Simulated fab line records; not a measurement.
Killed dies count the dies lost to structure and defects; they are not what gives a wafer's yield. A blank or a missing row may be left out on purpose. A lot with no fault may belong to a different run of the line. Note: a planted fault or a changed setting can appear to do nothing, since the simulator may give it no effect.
Commonality check across tools | flow sky130 | Sampled: 15 lots, 45 wafers

WHY IT WAS OPENED
SKY_LDD_P_TW_MEAS_11, reading LDD_P_TW: flagged on 3 of 15 lots. No-fault wafers: 637.9, standard deviation 2.9.
Rule: a lot is flagged in two cases, either no wafer of it has a number, or all its wafers with numbers fall more than 4 standard deviations from that mean. As for the other lots, they are considered sound.

lot  | measured     | on            | LDD_P_TW, wafer by wafer | flag
L863 | day 19 23:53 | film-metro-01 | 635.2 636.5 638.6        |
L866 | day 21 02:21 | film-metro-01 | 638.6 638.5 637.6        |
L867 | day 21 13:08 | film-metro-01 | 573.1 576.8 578.3        | FLAGGED
L868 | day 21 20:38 | film-metro-02 | 577.5 577.8 573.1        | FLAGGED
L869 | day 22 00:33 | film-metro-04 | 579.5 576.3 577.0        | FLAGGED
L876 | day 24 12:28 | film-metro-01 | 632.9 636.6 632.9        |
L877 | day 25 00:27 | film-metro-02 | 639.7 636.7 635.1        |
L878 | day 25 07:29 | film-metro-01 | 644.0 643.8 647.0        |
L879 | day 25 08:39 | film-metro-02 | 635.1 637.7 635.5        |
L880 | day 25 20:51 | film-metro-02 | 630.6 638.0 632.1        |
L881 | day 26 09:37 | film-metro-04 | 638.7 637.8 636.9        |
L883 | day 27 00:01 | film-metro-01 | 640.1 642.2 637.3        |
L882 | day 27 07:41 | film-metro-04 | 634.9 634.6 640.7        |
L884 | day 27 07:52 | film-metro-02 | 637.4 632.8 637.7        |
L885 | day 27 18:36 | film-metro-02 | 636.2 640.4 638.4        |
The mean of the flagged lots' numbers is 576.6, -61.3 from the usual (-21 standard deviations).

EACH LOT AND THE TOOL IT RAN ON
The record keeps 1 process step preceding the reading, out of 708 steps on the route. Every cell lists first the tool, next ch and the chambers used by the sampled wafers, and last the start.
lot  | flag    | SKY_LDD_P_IMPLANT_09
L863 |         | implanter-03 ch 0, day 19 23:38
L866 |         | implanter-03 ch 0, day 21 02:09
L867 | FLAGGED | implanter-03 ch 0, day 21 12:54
L868 | FLAGGED | implanter-03 ch 0, day 21 20:23
L869 | FLAGGED | implanter-03 ch 0, day 22 00:19
L876 |         | implanter-04 ch 0, day 24 12:13
L877 |         | implanter-02 ch 0, day 25 00:13
L878 |         | implanter-03 ch 0, day 25 07:14
L879 |         | implanter-03 ch 0, day 25 08:25
L880 |         | implanter-04 ch 0, day 25 20:38
L881 |         | implanter-03 ch 0, day 26 09:24
L883 |         | implanter-04 ch 0, day 26 23:46
L882 |         | implanter-04 ch 0, day 27 07:26
L884 |         | implanter-03 ch 0, day 27 07:37
L885 |         | implanter-03 ch 0, day 27 18:22
What these steps do:
- SKY_LDD_P_IMPLANT_09
- SKY_LDD_P_TW_MEAS_11

FLAGGED OVER TOTAL, TOOL BY TOOL (the gauges that took the reading come last)
step                 | tool          | lots run | flagged | share of the flagged lots | sound lots run after its first flagged lot
SKY_LDD_P_IMPLANT_09 | implanter-02  | 1        | 0       | none                      | -
SKY_LDD_P_IMPLANT_09 | implanter-03  | 10       | 3       | all                       | 5 (L878,L879,L881,L884,L885)
SKY_LDD_P_IMPLANT_09 | implanter-04  | 4        | 0       | none                      | -
SKY_LDD_P_TW_MEAS_11 | film-metro-01 | 6        | 1       | some                      | 3 (L876,L878,L883)
SKY_LDD_P_TW_MEAS_11 | film-metro-02 | 6        | 1       | some                      | 5 (L877,L879,L880,L884,L885)
SKY_LDD_P_TW_MEAS_11 | film-metro-04 | 3        | 1       | some                      | 2 (L881,L882)

THE TABLE: WHAT IT ALLOWS
Rows of the table that ran each flagged lot: 1, that is implanter-03 at SKY_LDD_P_IMPLANT_09.
- implanter-03 at SKY_LDD_P_IMPLANT_09: 3 of its 10 lots flagged. Sound lots ran on it after the first flagged one (L878, L879, L881, L884, L885), which a lasting fault on the whole tool wouldn't allow.
None of the table's rows ran every flagged lot and, after the first, no sound lot.

WHAT WAS PUT IN BY THE SIMULATOR
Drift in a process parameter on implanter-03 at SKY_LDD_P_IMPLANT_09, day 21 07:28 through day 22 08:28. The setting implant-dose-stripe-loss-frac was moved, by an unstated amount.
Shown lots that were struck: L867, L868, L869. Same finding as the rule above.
